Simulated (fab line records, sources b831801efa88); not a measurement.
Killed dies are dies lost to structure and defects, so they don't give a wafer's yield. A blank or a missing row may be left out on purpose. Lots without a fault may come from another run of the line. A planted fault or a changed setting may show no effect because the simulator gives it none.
fab line records | flow sky130
record lots=7 wafers=21 last_day=50
route steps=708 shown POLY_GATE@218 PAD_OPEN@708
lots that met no fault: from a run of the same line without faults
start_h: hours from the record's first day to the start of the lot's first wafer shown | wait_h: hours since the lot's step before | " the same as in the row above | L1.1+2: a row that stands for several wafers | - no value, or no start given | * or withheld: withheld | < > ~ a bound
route shown NAME@n: a module of which the file shows steps, and the number in the route of the first | usual: mean/standard deviation of fault-free wafers | same: alike in all rows | chamber/n: place in a boat | sites: the reading at each site | _std_site: their standard deviation | _edge_site: outer sites' mean less inner sites' | radius_mm: how far each site lies from the wafer's centre | mask NAME#n: copy n | behind: the tool/chamber that last shaped the wafer | hold: why the lot was held/for how many hours/how that ended | device: the transistor (n, p or np) that didn't switch | end of line: the same wafers' tests at the end of the route | a step without rows: its recipe alone | killed: dies lost to structure and defects at the first sort, not the wafer's yield | map: a wafer's dies, x killed, . not, _ none there
set.NAME: the setting as run; set.NAME@STEP: as run at that earlier step | model.NAME: the simulator's own value behind a step, which no gauge read
lots at some steps of the route; a table a step, a row a wafer
services: from which hour (start_h, from the record's first day; less than 0 if before it) a tool's chamber was out of use, for how many hours, and why
## steps
# step SKY_POLY_GATE_THK_MEAS_04
# recipe reads=Si3N4_of_POLY_GATE_CVD_03
# usual POLY_GATE_CVD_03_THK=75.0/0.71
# columns lot.wafer tool chamber start_h wait_h POLY_GATE_CVD_03_THK[nm]
L333.2 film_metro-01 - 372.85 0.0 74.4
L333.4 " - " " 74.4
L333.6 " - " " 74.8
L338.1 film_metro-04 - 418.26 0.0 76.0
L338.2 " - " " 75.6
L338.4 " - " " 76.6
L339.3 film_metro-03 - 428.24 0.0 74.9
L339.4 " - " " 75.3
L339.6 " - " " 74.6
L340.2 film_metro-04 - 439.92 0.0 74.1
L340.4 " - " " 74.8
L340.5 " - " " 74.6
L347.3 film_metro-03 - 488.74 0.0 75.0
L347.5 " - " " 75.8
L347.6 " - " " 75.3
L348.3 film_metro-04 - 505.49 0.0 76.0
L348.4 " - " " 75.4
L348.6 " - " " 75.2
L351.3 film_metro-04 - 541.94 0.0 74.8
L351.5 " - " " 74.5
L351.6 " - " " 74.6
# step SKY_POLY_GATE_DEHYDRATE_05
# recipe temp_c=200 time_s=60
# step SKY_POLY_GATE_HMDS_06
# recipe prime_time_s=60 prime_temp_c=120
# step SKY_POLY_GATE_COAT_07
# recipe resist=BARC temp_c=withheld time_s=withheld spin_rpm=3000 resist_thk_nm=110
# step SKY_POLY_GATE_COAT_08
# recipe resist=KrF-thick spin_rpm=3000 resist_thk_nm=450
# step SKY_POLY_GATE_SOFTBAKE_09
# recipe temp_c=100 time_s=90 resist=KrF-thick
# step SKY_POLY_GATE_EXPOSE_10
# recipe mask_id=P1M na=0.68 source_shape=conventional sigma_outer=0.6 target_cd_nm=150 dose_mj=28
# step SKY_POLY_GATE_PEB_11
# recipe peb_temp_c=withheld peb_time_s=withheld resist=KrF-thick
# step SKY_POLY_GATE_DEVELOP_12
# recipe develop_time_s=60 resist=KrF-thick dev_temp_c=21
# step SKY_POLY_GATE_CD_MEAS_13
# recipe target_cd_nm=150
# usual cd_nm=150.6/1.2
# columns lot.wafer tool chamber start_h wait_h cd_nm
L333.2 cd_sem-02 - 401.71 - 149.7
L333.4 " - " " 149.9
L333.6 " - " " 150.4
L338.1 cd_sem-01 - 449.27 - 150.8
L338.2 " - " " 150.3
L338.4 " - " " 148.7
L339.3 cd_sem-01 - 459.78 - 150.1
L339.4 " - " " 150.4
L339.6 " - " " 149.8
L340.2 cd_sem-01 - 470.21 - 149.2
L340.4 " - " " 150.6
L340.5 " - " " 150.7
L347.3 cd_sem-02 - 519.48 - 152.0
L347.5 " - " " 151.3
L347.6 " - " " 151.5
L348.3 cd_sem-02 - 535.91 - 151.6
L348.4 " - " " 150.7
L348.6 " - " " 151.3
L351.3 cd_sem-02 - 571.73 - 149.6
L351.5 " - " " 151.2
L351.6 " - " " 151.2
# step SKY_POLY_GATE_OVL_MEAS_14
# usual POLY_GATE_OVL=7/4.6
# columns lot.wafer tool chamber start_h wait_h POLY_GATE_OVL[nm]
L333.2 overlay-02 - 401.81 0.1 5
L333.4 " - " " 11
L333.6 " - " " 4
L338.1 overlay-02 - 449.39 0.1 12
L338.2 " - " " 2
L338.4 " - " " 5
L339.3 overlay-01 - 459.87 0.1 14
L339.4 " - " " 7
L339.6 " - " " 11
L340.2 overlay-01 - 470.31 0.1 10
L340.4 " - " " 9
L340.5 " - " " 4
L347.3 overlay-01 - 519.57 0.1 9
L347.5 " - " " 14
L347.6 " - " " 10
L348.3 overlay-02 - 536.00 0.1 6
L348.4 " - " " 7
L348.6 " - " " 9
L351.3 overlay-02 - 571.82 0.1 1
L351.5 " - " " 10
L351.6 " - " " 1
# step SKY_POLY_GATE_ETCH_15
# recipe chemistry=N2/H2 target=BARC ion_energy_ev=200 source_w=500 bias_w=100 pressure_mtorr=30 n2_flow_sccm=100 h2_flow_sccm=200 stop_on=SiO2 time_s=118.5 target_depth_a=1100
# usual drypump_motor_current_A=5.9/0.62 oes_product_au=0.717/0.005 throttle_valve_pct=13.214/0.0087
# columns lot.wafer tool chamber start_h wait_h drypump_motor_current_A oes_product_au rf_hours_counter_h throttle_valve_pct
L333.2 rie_diel-04 0 401.84 0.0 5.8 0.725 77 13.202
L333.4 " 2 " " 6.8 0.717 50 13.200
L333.6 " 3 " " 5.1 0.725 - 13.218
L338.1 rie_diel-01 0 449.42 0.0 6.6 0.721 96 13.208
L338.2 " 2 " " 5.3 0.713 5 13.216
L338.4 " 3 " " 5.7 0.717 2 13.218
L339.3 rie_diel-01 2 459.89 0.0 5.3 0.722 5 13.207
L339.4 " 1 " " 5.8 0.725 17 13.221
L339.6 " 3 " " 5.7 0.721 - 13.209
L340.2 rie_diel-01 2 470.34 0.0 5.3 0.716 5 13.213
L340.4 " 1 " " 5.8 0.711 17 13.208
L340.5 " 3 " " 5.7 0.714 - 13.213
L347.3 rie_diel-04 1 519.59 0.0 6.8 0.714 2 13.195
L347.5 " 3 " " 5.1 0.722 - 13.211
L347.6 " 0 " " 5.8 0.709 - 13.210
L348.3 rie_diel-04 1 536.02 0.0 6.8 0.707 2 13.210
L348.4 " 3 " " 5.1 0.712 4 13.219
L348.6 " 3 " " 5.1 0.715 - 13.196
L351.3 rie_diel-01 0 571.84 0.0 6.6 0.705 0 13.209
L351.5 " 2 " " 5.3 0.719 - 13.216
L351.6 " 0 " " 6.6 0.717 - 13.208
# step SKY_POLY_GATE_ETCH_16
# recipe stop_on=poly-Si chemistry=CH3F/O2 target=Si3N4 source_w=400 bias_w=80 pressure_mtorr=25 ch3f_flow_sccm=40 O2_flow_sccm=30 time_s=147.5 target_depth_a=750
# usual drypump_motor_current_A=5.9/0.62 oes_product_au=0.640/0.0057 throttle_valve_pct=10.535/0.0087
# columns lot.wafer tool chamber start_h wait_h drypump_motor_current_A oes_product_au rf_hours_counter_h throttle_valve_pct model.KrF-thick_of_POLY_GATE_COAT_08.thk_nm
L333.2 rie_diel-04 0 401.93 0.0 5.8 0.642 77 10.546 232.8
L333.4 " 2 " " 6.8 0.643 50 10.526 236
L333.6 " 3 " " 5.1 0.634 - 10.529 234.3
L338.1 rie_diel-01 0 449.50 0.0 6.6 0.654 96 10.531 268.4
L338.2 " 2 " " 5.3 0.646 5 10.536 270.8
L338.4 " 3 " " 5.7 0.642 2 10.552 266.7
L339.3 rie_diel-01 2 459.98 0.0 5.3 0.637 5 10.541 270
L339.4 " 1 " " 5.8 0.641 17 10.521 266.9
L339.6 " 3 " " 5.7 0.637 - 10.541 266.2
L340.2 rie_diel-01 2 470.43 0.0 5.3 0.643 5 10.544 271.7
L340.4 " 1 " " 5.8 0.640 17 10.527 268.4
L340.5 " 3 " " 5.7 0.642 - 10.535 269.9
L347.3 rie_diel-04 1 519.68 0.0 6.8 0.646 2 10.538 232.2
L347.5 " 3 " " 5.1 0.637 - 10.528 230.4
L347.6 " 0 " " 5.8 0.638 - 10.561 234.1
L348.3 rie_diel-04 1 536.10 0.0 6.8 0.644 2 10.521 232.8
L348.4 " 3 " " 5.1 0.649 4 10.544 230.8
L348.6 " 3 " " 5.1 0.637 - 10.542 230.8
L351.3 rie_diel-01 0 571.93 0.0 6.6 0.646 0 10.526 235
L351.5 " 2 " " 5.3 0.642 - 10.537 237.1
L351.6 " 0 " " 6.5 0.629 - 10.540 234.7
# step SKY_POLY_GATE_ETCH_17
# recipe target_depth_nm=180 stop_on=SiO2 over_etch_frac=0.56667 chemistry=HBr/Cl2 target=poly-Si icp_w=400 bias_w=100 pressure_mtorr=10 HBr_flow_sccm=150 Cl2_flow_sccm=50 time_s=70.5
# usual drypump_motor_current_A=5.8/0.5 oes_product_au=0.985/0.0076 throttle_valve_pct=33.684/0.009
# same over_etch_frac=0.56667
# columns lot.wafer tool chamber start_h wait_h drypump_motor_current_A oes_product_au rf_hours_counter_h throttle_valve_pct model.KrF-thick_of_POLY_GATE_COAT_08.thk_nm
L333.2 rie_si-02 3 402.03 0.0 5.3 0.978 0 33.681 140.9
L333.4 " 1 " " 6.0 0.977 4 33.699 143.5
L333.6 " 0 " " 5.8 0.988 - 33.689 141.7
L338.1 rie_si-01 2 449.60 0.0 6.0 0.983 3 33.680 173.5
L338.2 " 0 " " 5.4 0.982 2 33.678 176.5
L338.4 " 3 " " 6.3 0.980 39 33.692 173.6
L339.3 rie_si-02 1 460.07 0.0 6.0 0.983 4 33.682 176.9
L339.4 " 0 " " 5.8 0.979 4 33.691 173.1
L339.6 " 0 " " 5.8 0.985 - 33.676 171.9
L340.2 rie_si-01 1 470.52 0.0 4.7 0.994 2 33.692 177.2
L340.4 " 2 " " 6.0 0.988 3 33.672 175.2
L340.5 " 2 " " 6.0 0.982 - 33.658 177.4
L347.3 rie_si-02 1 519.77 0.0 6.0 0.996 4 33.686 138
L347.5 " 1 " " 6.0 0.980 - 33.689 137.3
L347.6 " 0 " " 5.9 0.981 - 33.672 139.9
L348.3 rie_si-01 2 536.20 0.0 6.0 0.978 3 33.680 140.7
L348.4 " 3 " " 6.3 0.983 39 33.695 138.2
L348.6 " 1 " " 4.7 0.994 - 33.682 134.9
L351.3 rie_si-02 3 572.02 0.0 5.3 0.984 1 33.684 142.7
L351.5 " 3 " " 5.3 0.995 - 33.696 144
L351.6 " 2 " " 6.4 1.002 - 33.673 140.9
# step SKY_POLY_GATE_STRIP_18
# recipe chemistry=O2/N2 power_w=1400 pressure_mtorr=1500 platen_temp_c=withheld o2_flow_sccm=3000 n2_flow_sccm=300 overash_fraction=0.5
# usual drypump_motor_current_A=5.9/0.5 oes_product_au=0.360/0.0046 strip_time_to_endpoint_s=3.17/0.037
# columns lot.wafer tool chamber start_h wait_h drypump_motor_current_A oes_product_au rf_hours_counter_h strip_time_to_endpoint_s
L333.2 plasma_asher-04 0 402.08 0.0 6.6 0.364 57 3.17
L333.4 " 1 " " 5.8 0.358 - 3.22
L333.6 " 1 " " 5.8 0.364 - 3.19
L338.1 plasma_asher-02 0 449.66 0.0 5.9 0.366 31 3.53
L338.2 " 1 " " 5.5 0.374 31 3.56
L338.4 " 0 " " 5.9 0.385 - 3.53
L339.3 plasma_asher-04 0 460.16 0.1 6.6 0.382 - 3.57
L339.4 " 1 " " 5.8 0.372 - 3.53
L339.6 " 0 " " 6.6 0.375 - 3.52
L340.2 plasma_asher-02 0 470.58 0.0 5.9 0.377 33 3.57
L340.4 " 1 " " 5.5 0.375 - 3.56
L340.5 " 0 " " 5.9 0.378 - 3.58
L347.3 plasma_asher-04 1 519.86 0.1 5.8 0.362 - 3.14
L347.5 " 1 " " 5.8 0.354 - 3.14
L347.6 " 0 " " 6.6 0.357 - 3.17
L348.3 plasma_asher-04 1 536.29 0.1 5.8 0.361 - 3.17
L348.4 " 0 " " 6.6 0.363 - 3.15
L348.6 " 1 " " 5.8 0.358 - 3.10
L351.3 plasma_asher-04 1 572.11 0.1 5.8 0.368 - 3.20
L351.5 " 0 " " 6.6 0.360 - 3.22
L351.6 " 1 " " 5.8 0.359 - 3.18
# step SKY_POLY_GATE_CLEAN_19
# recipe chemistry=SC1/SC2 mix=1:4:20 temp_c=70 time_s=150 dry=n2_spin
# step SKY_PAD_OPEN_PROBE_99
# usual killed_at_M0_to_M3=44/7.2 killed_at_M4_up=3.4/2.1 killed_at_contacts=24/5.5 killed_at_front_end=15/4.6 killed_at_other=0.4/0.64 killed_dies=86/9.1 killed_open=47/7.5 killed_short=39/5.8
# same gross_dies=492 killed_at_back_side=0
# columns lot.wafer tool chamber start_h wait_h killed_at_M0_to_M3 killed_at_M4_up killed_at_contacts killed_at_front_end killed_at_other killed_dies killed_open killed_short
L333.2 prober-02 - 1099.94 0.1 33 2 21 20 0 76 34 42
L333.4 prober-02 - 1100.04 0.2 42 2 25 16 0 85 49 35
L333.6 prober-02 - 1100.14 0.2 47 2 18 20 0 87 48 38
L338.1 prober-02 - 1128.76 0.1 53 3 27 11 0 94 57 37
L338.2 prober-02 - 1128.81 0.1 47 3 33 21 1 105 61 43
L338.4 prober-02 - 1128.91 0.2 45 3 21 7 0 76 39 37
L347.3 prober-01 - 1170.96 0.2 44 3 34 9 1 91 51 40
L347.5 prober-01 - 1171.06 0.2 33 4 22 10 0 69 34 35
L347.6 prober-01 - 1171.11 0.2 48 9 23 14 0 94 44 50
L348.3 prober-02 - 1181.26 0.2 46 2 26 23 0 97 58 38
L348.4 prober-02 - 1181.31 0.2 46 2 29 12 0 89 48 41
L348.6 prober-02 - 1181.41 0.2 34 2 34 22 1 93 41 50
L351.3 prober-01 - 1199.61 0.2 44 4 30 20 0 98 51 47
L351.5 prober-01 - 1199.71 0.2 41 6 23 21 1 92 41 50
L351.6 prober-01 - 1199.76 0.2 36 0 31 18 0 85 47 38
# killed by level:class
L333.2 POLY_GATE:geometric_particle:short=9 LI_CONTACT:geometric_particle:open=6 VIA1:geometric_particle:open=6 METAL1:geometric_particle:short=6 LOCAL_INTERCONNECT:geometric_particle:short=5 CONTACT:geometric_particle:open=5 VIA1:geometric_particle:short=5 VIA2:geometric_particle:open=5
L333.4 VIA1:geometric_particle:open=14 CONTACT:geometric_particle:open=12 VIA3:geometric_particle:open=7 METAL1:geometric_particle:short=5 POLY_GATE:geometric_particle:short=4 VIA2:geometric_particle:open=4 VIA1:geometric_particle:short=4 VIA2:geometric_particle:short=4
L333.6 VIA1:geometric_particle:open=10 VIA2:geometric_particle:open=7 CONTACT:geometric_particle:open=7 METAL2:geometric_particle:short=6 FIELD_ISO:geometric_particle:open=5 POLY_GATE:geometric_particle:short=5 LI_CONTACT:geometric_particle:open=5 CONTACT:geometric_particle:short=5
L338.1 VIA1:geometric_particle:open=17 CONTACT:geometric_particle:open=14 VIA3:geometric_particle:open=9 VIA1:geometric_particle:short=7 LI_CONTACT:geometric_particle:open=6 CONTACT:geometric_particle:short=5 VIA3:geometric_particle:short=4 METAL2:geometric_particle:short=4
L338.2 VIA1:geometric_particle:open=14 LI_CONTACT:geometric_particle:open=12 VIA2:geometric_particle:open=10 CONTACT:geometric_particle:open=8 METAL1:geometric_particle:short=8 POLY_GATE:geometric_particle:short=6 LI_CONTACT:geometric_particle:short=5 VIA3:geometric_particle:open=5
L338.4 VIA1:geometric_particle:open=13 METAL2:geometric_particle:short=7 CONTACT:geometric_particle:open=6 VIA3:geometric_particle:open=6 LI_CONTACT:geometric_particle:open=5 CONTACT:geometric_particle:short=5 METAL1:geometric_particle:short=5 VIA2:geometric_particle:open=4
L347.3 LI_CONTACT:geometric_particle:open=12 CONTACT:geometric_particle:open=8 VIA2:geometric_particle:open=8 VIA1:geometric_particle:open=7 VIA3:geometric_particle:open=6 METAL2:geometric_particle:short=6 LI_CONTACT:geometric_particle:short=5 VIA1:geometric_particle:short=5
L347.5 CONTACT:geometric_particle:open=12 METAL1:geometric_particle:short=7 METAL2:geometric_particle:short=5 POLY_GATE:geometric_particle:short=4 LI_CONTACT:geometric_particle:open=4 VIA1:geometric_particle:open=4 METAL2:geometric_particle:open=3 VIA1:geometric_particle:short=3
L347.6 CONTACT:geometric_particle:open=8 VIA1:geometric_particle:open=8 METAL2:geometric_particle:short=8 VIA3:geometric_particle:open=8 POLY_GATE:geometric_particle:short=6 METAL1:geometric_particle:short=6 METAL4:geometric_particle:short=6 LI_CONTACT:geometric_particle:short=5
L348.3 VIA1:geometric_particle:open=16 CONTACT:geometric_particle:open=10 FIELD_ISO:geometric_particle:open=8 LI_CONTACT:geometric_particle:open=6 LOCAL_INTERCONNECT:geometric_particle:short=6 METAL2:geometric_particle:short=6 VIA3:geometric_particle:open=5 VIA3:geometric_particle:short=5
L348.4 CONTACT:geometric_particle:open=13 METAL1:geometric_particle:short=9 VIA2:geometric_particle:open=8 METAL2:geometric_particle:short=6 LI_CONTACT:geometric_particle:open=5 LOCAL_INTERCONNECT:geometric_particle:short=5 FIELD_ISO:geometric_particle:open=4 METAL3:geometric_particle:short=4
L348.6 CONTACT:geometric_particle:open=10 LI_CONTACT:geometric_particle:open=8 LOCAL_INTERCONNECT:geometric_particle:short=8 METAL1:geometric_particle:short=8 FIELD_ISO:geometric_particle:open=6 VIA1:geometric_particle:short=6 CONTACT:geometric_particle:short=6 FIELD_ISO:geometric_particle:short=5
L351.3 LI_CONTACT:geometric_particle:open=9 VIA1:geometric_particle:open=9 VIA1:geometric_particle:short=9 CONTACT:geometric_particle:open=7 POLY_GATE:geometric_particle:short=6 CONTACT:geometric_particle:short=6 VIA3:geometric_particle:open=6 FIELD_ISO:geometric_particle:short=4
L351.5 VIA1:geometric_particle:open=7 LI_CONTACT:geometric_particle:open=7 VIA2:geometric_particle:open=7 FIELD_ISO:geometric_particle:short=6 LI_CONTACT:geometric_particle:short=5 CONTACT:geometric_particle:short=5 METAL1:geometric_particle:short=5 FIELD_ISO:geometric_particle:open=4
L351.6 LI_CONTACT:geometric_particle:open=10 VIA1:geometric_particle:open=8 CONTACT:geometric_particle:open=7 LI_CONTACT:geometric_particle:short=5 CONTACT:geometric_particle:short=5 VIA3:geometric_particle:open=5 FIELD_ISO:geometric_particle:open=4 FIELD_ISO:geometric_particle:short=4
## services
# columns tool chamber start_h hours kind
rie_si-01 - 382.80 0.7 repair
rie_diel-04 - 383.64 0.4 repair
rie_diel-01 2 393.37 4.1 repair
rie_diel-01 0 403.54 16.1 repair
rie_diel-01 2 412.60 10.8 repair
rie_diel-04 1 414.77 - clean
rie_diel-04 1 414.77 19.0 scheduled_down
rie_diel-04 1 414.77 19.0 vent_cycle
rie_diel-01 3 444.35 5.0 repair
rie_diel-01 0 451.40 6.1 repair
rie_si-01 1 454.51 5.7 repair
rie_diel-04 2 473.85 4.6 repair
rie_diel-01 0 478.98 - clean
rie_diel-01 0 478.98 30.9 scheduled_down
rie_diel-01 0 478.98 30.9 vent_cycle
plasma_asher-02 - 496.06 3.6 repair
rie_diel-01 - 500.88 0.3 repair
rie_diel-01 - 509.70 28.1 pm
plasma_asher-02 - 540.31 3.8 repair
plasma_asher-04 - 542.36 5.1 repair
rie_diel-01 3 563.69 26.5 repair
rie_diel-04 0 565.92 - clean
rie_diel-04 0 565.92 27.4 scheduled_down
rie_diel-04 0 565.92 27.4 vent_cycle
## key
first_sign step=SKY_POLY_GATE_STRIP_18 reading=strip_time_to_endpoint_s direction=up sigmas=10 usual=* struck=*
effect step=SKY_POLY_GATE_STRIP_18 reading=oes_product_au direction=up sigmas=3.4 usual=0.360 struck=0.376
model_effect step=SKY_POLY_GATE_ETCH_16 value=KrF-thick_of_POLY_GATE_COAT_08.thk_nm without=233.9 struck=268.8
model_effect step=SKY_POLY_GATE_ETCH_17 value=KrF-thick_of_POLY_GATE_COAT_08.thk_nm without=140.1 struck=175
met_at SKY_POLY_GATE_ETCH_16
struck_wafers L338.1,L338.2,L338.4,L339.3,L339.4,L339.6,L340.2,L340.4,L340.5
tester_left_out L338,L339,L340
fault kind=process_parameter_drift tool=rie_diel-01 chamber=- onset_h=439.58 steps=SKY_POLY_GATE_ETCH_16 channel=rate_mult offset=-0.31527 shape=step end_h=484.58
# tester_left_out: of these lots the tester's yield and bins aren't shown, on N5 and GAA mostly nor the transistor test; their killed dies are dies lost to structure and defects alone, not to doping, threshold or leakage, so they don't give the yield
